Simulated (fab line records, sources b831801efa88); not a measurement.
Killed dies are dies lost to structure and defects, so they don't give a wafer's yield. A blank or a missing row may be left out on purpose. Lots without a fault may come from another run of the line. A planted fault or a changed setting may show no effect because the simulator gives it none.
Which tool did it? | flow sky130 | 6 lots, 18 wafers sampled, at 2 steps of a route of 708

WHAT THE GAUGES READ, wafer by wafer
SKY_LDD_LDN_OVL_MEAS_07.
lot  | measured     | on         | LDD_LDN_OVL (nm)
L323 | day 23 04:13 | overlay-01 | 1.4 0.4 1.3
L329 | day 26 08:01 | overlay-01 | -1.1 -0.8 -0.8
L332 | day 27 06:36 | overlay-01 | 2.0 1.6 2.1
L335 | day 27 16:43 | overlay-01 | 0.5 0.4 0.7
L337 | day 28 07:37 | overlay-01 | -0.7 0.1 0.5
L342 | day 30 12:13 | overlay-01 | -0.1 0.2 0.2

WHICH TOOL RAN EACH LOT (tool, then ch and the chambers of the sampled wafers, then the start)
lot  | SKY_LDD_LDN_EXPOSE_04
L323 | iline_stepper-02 ch 0, day 22 12:19
L329 | iline_stepper-02 ch 0, day 25 18:39
L332 | iline_stepper-01 ch 0, day 26 16:26
L335 | iline_stepper-02 ch 0, day 27 02:54
L337 | iline_stepper-01 ch 0, day 27 17:39
L342 | iline_stepper-01 ch 0, day 29 22:57
- SKY_LDD_LDN_EXPOSE_04: exposes mask LDNTM, target cd 700 nm.

THE ANSWER, worked out from the rows above alone
Rule: what is usual is taken from the lots themselves. Put in order of their means at a reading, lots are off if they are a third of the lots or fewer, leave a main group of 4 or more, and stand apart from it by a gap of 3 or more times the standard deviation of the main group's means; of several such gaps the widest counts. A main group whose means are all the same, to the digits that the tables above print for the reading, isn't used. A lot without any number at a reading at which 4 lots or more have one is off too. The other lots that the step has rows for count as sound.
No lot is off at any reading shown: from this, nothing can be told.

WHAT THE SIMULATOR HAD PUT IN
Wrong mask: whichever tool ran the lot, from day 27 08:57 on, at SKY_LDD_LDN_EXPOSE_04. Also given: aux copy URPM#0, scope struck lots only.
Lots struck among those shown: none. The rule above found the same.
